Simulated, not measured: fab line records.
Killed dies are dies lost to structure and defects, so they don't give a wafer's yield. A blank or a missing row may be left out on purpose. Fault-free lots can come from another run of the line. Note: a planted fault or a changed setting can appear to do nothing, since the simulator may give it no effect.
2 desks, one fault    flow gf180mcu    each desk has only its own numbers; what lay behind them comes last

## FOR THE TOOL OWNER'S DESK: plasma asher-01
The tool's own readings at GF_VT_IMPLANT_STRIP_31 (strips in O2/N2): means of the sampled wafers that have a number, for each lot that ran on this tool. The brackets show how far a lot's mean lies from the usual mean; more than 4 standard deviations puts the lot out of limits, marked OUT.
Columns: A = chamber pressure mTorr at GF_VT_IMPLANT_STRIP_31, usual 1500.0 mTorr; B = drypump motor current A at GF_VT_IMPLANT_STRIP_31, usual 5.7 A; C = heater power w at GF_VT_IMPLANT_STRIP_31, usual 318 W; D = oes product au at GF_VT_IMPLANT_STRIP_31, usual 0.716 a.u.; E = strip time to endpoint s at GF_VT_IMPLANT_STRIP_31, usual 12.63 s
lot   first seen here  A                         B    C    D                 E
L323  day 8 05:52      1499.5                    6.1  296  0.717             12.74
L324  day 8 12:59      1799.5 (+99 or more) OUT  6.1  305  0.732             12.07 (-12) OUT
L326  day 9 00:49      1800.0 (+99 or more) OUT  6.1  316  0.737 (+4.4) OUT  12.14 (-10) OUT
L336  day 11 19:34     1500.2                    6.1  305  0.713             12.63
L338  day 12 09:07     1500.4                    6.0  293  0.717             12.63
L340  day 12 21:37     1499.3                    6.1  314  0.719             12.63
Finding of this desk: L324, L326 out of limits; the first was L324 at day 8 12:59, on chamber pressure mTorr at GF_VT_IMPLANT_STRIP_31. In limits: L323, L336, L338, L340.

## FROM THE METROLOGY DESK
Lot by lot, what the gauges showed, no matter which tool ran the lot: averages of those sampled wafers that carry a number. The brackets show how far a lot's mean lies from the usual mean; more than 4 standard deviations puts the lot out of limits, marked OUT.
Columns: A = STI_OXIDATION_02_THK at GF_STI_THK_MEAS_30, usual 10.01 nm; B = HV_LDD_02_OVL at GF_HV_LDD_OVL_MEAS_32, usual -0.3 nm; C = CONTACT_BOW at GF_CONTACT_BOW_MEAS_05, usual 64 um
lot   first seen here  A      B     C
L318  day 2 08:50      9.81   -0.2  61
L319  day 2 13:10      9.91   -0.0  67
L321  day 2 23:55      9.99   -1.7  67
L323  day 3 09:27      10.14  -0.2  65
L324  day 3 13:40      10.03  -1.7  70
L325  day 3 17:35      10.11  1.8   63
L326  day 3 23:14      9.90   -0.7  56
L334  day 5 17:27      10.47  -1.4  65
L335  day 5 21:32      10.24  -1.6  64
L336  day 6 02:55      9.90   0.3   69
L338  day 6 14:52      10.08  -1.1  67
L339  day 6 19:31      9.74   0.0   62
L340  day 6 23:01      10.42  0.7   66
L341  day 7 05:18      10.10  -0.1  60
Result from this desk: across the 14 lots, nothing is out of limits.

## TAKEN TOGETHER
The tool owner's desk could have raised an alarm at day 8 12:59, on L324, L326.
Nothing out of limits was seen by the metrology desk.
The metrology desk holds a record of L324, L326, inside its limits.
All the named lots went through GF_VT_IMPLANT_STRIP_31 on plasma asher-01.

## WHAT THE SIMULATOR PUT IN
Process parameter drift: plasma asher-01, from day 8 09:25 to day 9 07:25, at GF_VT_IMPLANT_STRIP_31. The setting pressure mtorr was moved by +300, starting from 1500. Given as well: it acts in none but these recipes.
Shown lots that were struck: L324, L326.
How many hours passed from the start of the fault until each desk's first out-of-limits reading: the tool owner's desk, 4.
